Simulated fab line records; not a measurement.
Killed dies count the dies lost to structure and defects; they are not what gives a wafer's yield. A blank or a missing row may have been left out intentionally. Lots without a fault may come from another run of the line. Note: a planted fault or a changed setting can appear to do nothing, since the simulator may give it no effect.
A struck lot beside a sound one || flow gf180mcu || 15 out of 602 route steps
Sound: these wafers, L546.1, L546.4, L546.6. Wafers L559.1, L559.2, L559.6 were the ones struck. At the end, the cause is stated.
Each step with rows lists, per side, the tool, then ch with its chambers, then its first start. Under that, the readings that differ: sound wafers || struck wafers || difference of the means || sigmas: that difference in standard deviations of wafers without a fault.
alike: words and numbers the same on both sides, and readings whose means are apart by under 2 such deviations; not compared: readings that were withheld, readings missing a value for some wafer, numbers with overlapping values and no deviation given by the record, and bounds like >300 which may hide the same value.
Wherever a step has rows on one side only, a row that says differs or no value, or a row with sigmas, the two part there. Numbers that don't overlap but have no deviation are shown without sigmas and don't part them. Lack of a reading on every wafer of one side parts them only where that side has two or more wafers.

first, 6 steps without rows for these wafers: GF_M4_HMDS_08 (prime time 60 s); GF_M4_COAT_09 (resist thk 1000 nm); GF_M4_SOFTBAKE_10 (time 60 s); GF_M4_EXPOSE_11 (exposes mask Metal4, target cd 280 nm); GF_M4_PEB_12 (peb time 90 s); GF_M4_DEVELOP_13 (develop time 60 s).
GF_M4_CD_MEAS_14 targets a cd of 280 nm.
  sound on cdSem-02, day 24 12:26; struck on cdSem-01, day 29 02:50
  alike: cdNm
GF_M4_OVL_MEAS_15:
  sound on overlay-01, day 24 12:34; struck on overlay-02, day 29 02:58
  alike: M4_OVL
GF_M4_METAL_ETCH_16: etches the open film in Cl2/BCl3, stops on SiO2, target depth 627.5 nm, time 104.6 s.
  sound on rieMetal-01 ch 0,1, day 24 12:36; struck on rieMetal-04 ch 0,1, day 29 03:00
  alike: drypumpMotorCurrentA, oesProductAu, throttleValvePct
  not compared: rfHoursCounterH
GF_M4_STRIP_17: strips in O2/N2.
  sound on plasmaAsher-01 ch 0,1, day 24 12:43; struck on plasmaAsher-01 ch 0,1, day 29 03:07
  alike: drypumpMotorCurrentA, heaterPowerW, oesProductAu, stripTimeToEndpointS
  not compared: rfHoursCounterH
then, 2 steps without rows for these wafers: GF_M4_STRIP_18 (strips in post etch residue remover, time 1200 s); GF_M4_CLEAN_19 (cleans in DIW).
GF_V4_CVD_00: deposits SiO2, target thk 600 nm, time 100 s.
  sound on hdpcvd-01 ch 0,1, day 24 13:17; struck on hdpcvd-01 ch 0,1, day 29 03:38
{"reading": "sih4FlowSccm (sccm)", "sound": "59.80 59.95 59.99", "struck": "90.05 90.12 90.01", "difference": "+30.15", "sigmas": "+99 or more"}
{"reading": "model.SiO2_of_V4_CVD_00.thkNm (nm)", "sound": "598.9 607.5 596.8", "struck": "903 900.1 897.5", "difference": "+299", "sigmas": ""}
GF_V4_THK_MEAS_01:
  sound on filmMetro-04, day 24 13:21; struck on filmMetro-02, day 29 03:56
{"reading": "V4_CVD_00_THK (nm)", "sound": "599 608 597", "struck": "902 901 898", "difference": "+299", "sigmas": "+53"}
  not compared: hold
GF_PASSIVATION_PROBE_99:
  the record has rows for the sound wafers here (prober-02, day 29 23:31) and none for the struck ones

WHERE THEY PART
At GF_V4_CVD_00 first; at GF_PASSIVATION_PROBE_99 last (within this record only).

WHY: what had been put in by the simulator
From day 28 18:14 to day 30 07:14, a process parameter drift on hdpcvd-01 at GF_V4_CVD_00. A move of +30 in setting sih4FlowSccm, from 60. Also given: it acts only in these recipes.
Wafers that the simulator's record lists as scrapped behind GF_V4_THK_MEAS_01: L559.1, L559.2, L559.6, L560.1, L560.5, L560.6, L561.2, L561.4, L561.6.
